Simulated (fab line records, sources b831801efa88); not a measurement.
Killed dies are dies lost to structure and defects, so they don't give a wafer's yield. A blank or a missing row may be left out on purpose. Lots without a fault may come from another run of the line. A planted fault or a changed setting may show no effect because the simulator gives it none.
Which tool did it? | flow gf180mcu | 13 lots, 38 wafers sampled, at 6 steps of a route of 602

WHAT THE GAUGES READ, wafer by wafer
GF_VT_IMPLANT_OVL_MEAS_40. Usual: VT_IMPLANT_03_OVL 0.0 nm, standard deviation 1.3.
lot  | measured     | on         | VT_IMPLANT_03_OVL (nm) | flag
L405 | day 7 10:50  | overlay-01 | 2.0 1.7 1.7            |
L407 | day 8 12:03  | overlay-01 | 2.1 2.0 0.5            |
L408 | day 8 19:10  | overlay-01 | -2.4 -1.8 -1.7         |
L409 | day 8 20:54  | overlay-02 | -1.6 -2.2 0.3          |
L410 | day 9 01:16  | overlay-02 | -1.2 -2.3 -1.1         |
L411 | day 9 06:42  | overlay-02 | 1.4 0.8 -0.4           |
L412 | day 9 16:37  | overlay-01 | 0.0 1.8 -0.6           |
L413 | day 9 23:46  | overlay-02 | 0.9 -1.1 0.2           |
L414 | day 10 09:39 | overlay-02 | -0.1 0.9 1.5           |
L418 | day 11 04:19 | overlay-02 | -0.7 -0.3 -1.0         |
L421 | day 11 23:47 | overlay-01 | -1.2 -                 |
L426 | day 13 10:40 | overlay-02 | 0.8 0.5 0.8            |
L428 | day 14 02:52 | overlay-01 | 0.8 0.1 -0.1           |

GF_VT_IMPLANT_TW_MEAS_43. Usual: VT_IMPLANT_4_TW 693, standard deviation 4.2.
lot  | measured     | on            | VT_IMPLANT_4_TW | flag
L405 | day 7 11:08  | film_metro-03 | 702 699 697     |
L407 | day 8 12:20  | film_metro-04 | 689 695 689     |
L408 | day 8 19:27  | film_metro-02 | 689 685 687     |
L409 | day 8 21:11  | film_metro-04 | 695 689 690     |
L410 | day 9 01:33  | film_metro-03 | 694 693 693     |
L411 | day 9 06:59  | film_metro-03 | 698 696 696     |
L412 | day 9 16:55  | film_metro-04 | 695 693 696     |
L413 | day 10 00:04 | film_metro-02 | 693 689 688     |
L414 | day 10 09:56 | film_metro-04 | 697 697 699     |
L418 | day 11 04:37 | film_metro-02 | 691 691 688     |
L421 | day 12 00:05 | film_metro-03 | 692 30 691 30   | OFF
L426 | day 13 10:58 | film_metro-04 | 693 694 692     |
L428 | day 14 03:09 | film_metro-04 | 695 693 694     |

GF_POLY_GATE_THK_MEAS_01. Usual: POLY_GATE_CVD_00_THK 198.8 nm, standard deviation 1.9.
lot  | measured     | on            | POLY_GATE_CVD_00_THK (nm) | flag
L405 | day 8 09:54  | film_metro-02 | 202.6 202.8 203.1         |
L407 | day 9 12:24  | film_metro-02 | 197.9 202.1 198.9         |
L408 | day 9 17:56  | film_metro-01 | 193.9 196.6 196.2         |
L409 | day 9 19:26  | film_metro-02 | 198.4 195.8 198.8         |
L410 | day 10 00:16 | film_metro-02 | 197.8 199.9 197.1         |
L411 | day 10 06:04 | film_metro-01 | 199.5 196.4 199.5         |
L412 | day 10 16:25 | film_metro-03 | 200.0 200.7 198.7         |
L413 | day 11 00:14 | film_metro-03 | 196.4 194.7 197.4         |
L414 | day 11 09:43 | film_metro-03 | 200.5 200.2 198.9         |
L418 | day 12 06:32 | film_metro-03 | 200.3 196.5 200.3         |
L421 | day 13 01:09 | film_metro-01 | 197.2                     |
L426 | day 14 13:23 | film_metro-03 | 198.6 199.9 198.6         |
L428 | day 15 08:59 | film_metro-02 | 197.3 198.0 198.8         |

GF_SALICIDE_RS_MEAS_04: measures by four-point-probe. Usual: SALICIDE_TIN_RS 16.35 ohm/sq, standard deviation 0.25.
lot  | measured     | on            | SALICIDE_TIN_RS (ohm/sq) | flag
L405 | day 15 01:01 | film_metro-01 | 16.56 15.99 16.52        |
L407 | day 16 06:33 | film_metro-01 | 16.75 16.39 16.36        |
L408 | day 16 16:05 | film_metro-03 | 16.78 16.41 16.68        |
L409 | day 16 17:55 | film_metro-03 | 16.66 16.65 16.84        |
L410 | day 17 00:14 | film_metro-01 | 16.36 16.13 16.17        |
L411 | day 17 03:48 | film_metro-02 | 16.54 16.28 16.47        |
L412 | day 17 20:19 | film_metro-02 | 16.47 16.57 16.19        |
L413 | day 18 07:04 | film_metro-02 | 16.31 16.36 16.36        |
L414 | day 18 17:52 | film_metro-02 | 16.82 16.61 16.61        |
L418 | day 19 22:23 | film_metro-02 | 16.39 16.45 16.19        |
L421 | day 21 02:35 | film_metro-02 | 16.06                    |
L426 | day 22 14:37 | film_metro-02 | 15.99 16.09 15.87        |
L428 | day 23 14:52 | film_metro-02 | 16.07 16.55 16.17        |

GF_M2_CD_MEAS_14: target cd 280 nm. Usual: cd_nm 280.0 nm, standard deviation 1.2.
lot  | measured     | on        | cd_nm (nm)        | flag
L405 | day 19 01:40 | cd_sem-02 | 282.1 283.0 283.0 |
L407 | day 20 16:34 | cd_sem-02 | 280.0 280.0 278.8 |
L408 | day 20 20:12 | cd_sem-01 | 280.4 281.6 282.1 |
L409 | day 21 00:14 | cd_sem-01 | 279.8 278.6 279.8 |
L410 | day 21 04:58 | cd_sem-01 | 280.6 281.1 281.1 |
L411 | day 21 09:01 | cd_sem-01 | 280.0 279.2 279.6 |
L412 | day 22 02:55 | cd_sem-02 | 280.9 280.6 280.3 |
L413 | day 22 12:52 | cd_sem-02 | 279.9 279.8 280.5 |
L414 | day 23 10:28 | cd_sem-02 | 279.8 279.2 281.6 |
L418 | day 24 08:54 | cd_sem-02 | 279.8 279.6 279.1 |
L421 | day 25 08:35 | cd_sem-02 | 278.5             |
L426 | day 26 13:16 | cd_sem-02 | 279.8 281.1 279.2 |
L428 | day 27 08:22 | cd_sem-02 | 281.2 279.9 280.6 |

WHICH TOOL RAN EACH LOT (tool, then ch and the chambers of the sampled wafers, then the start)
lot  | GF_VT_IMPLANT_DEVELOP_39
L405 | litho_track-03 ch 0, day 7 10:44
L407 | litho_track-01 ch 0, day 8 11:54
L408 | litho_track-03 ch 0, day 8 19:01
L409 | litho_track-04 ch 0, day 8 20:45
L410 | litho_track-04 ch 0, day 9 01:08
L411 | litho_track-04 ch 0, day 9 06:33
L412 | litho_track-03 ch 0, day 9 16:29
L413 | litho_track-04 ch 0, day 9 23:41
L414 | litho_track-01 ch 0, day 10 09:30
L418 | litho_track-01 ch 0, day 11 04:12
L421 | litho_track-04 ch 0, day 11 23:42
L426 | litho_track-03 ch 0, day 13 10:32
L428 | litho_track-03 ch 0, day 14 02:43
- GF_VT_IMPLANT_DEVELOP_39: develop time 60 s.

WHAT THE TOOLS THEMSELVES READ (means of the sampled wafers that have a number; where no wafer has one, the mark that the record gives instead)
The record holds no such reading with a usual standard deviation.

THE ANSWER, worked out from the rows above alone
Rule: a lot is off if the mean of its wafers that have a number lies more than 3 standard deviations from the usual mean. A lot without any number at a reading at which 4 lots or more have one is off too. The other lots that the step has rows for count as sound. The gauges are gone through in route order, then the tools' own readings, and for those a lot's mean is taken as printed above. The first step at which some lot is off is used, and at that step the reading that is off furthest; a lot without a number counts as furthest.
Off: L421, at GF_VT_IMPLANT_TW_MEAS_43 (VT_IMPLANT_4_TW).
A tool fits if, at a process step before that reading, it ran every lot that is off, and no sound lot after the first of them. The gauges at GF_VT_IMPLANT_TW_MEAS_43 are tried like those tools. Can't be told from this: 2 tools fit, litho_track-04 at GF_VT_IMPLANT_DEVELOP_39, film_metro-03 at GF_VT_IMPLANT_TW_MEAS_43.

WHAT THE SIMULATOR HAD PUT IN
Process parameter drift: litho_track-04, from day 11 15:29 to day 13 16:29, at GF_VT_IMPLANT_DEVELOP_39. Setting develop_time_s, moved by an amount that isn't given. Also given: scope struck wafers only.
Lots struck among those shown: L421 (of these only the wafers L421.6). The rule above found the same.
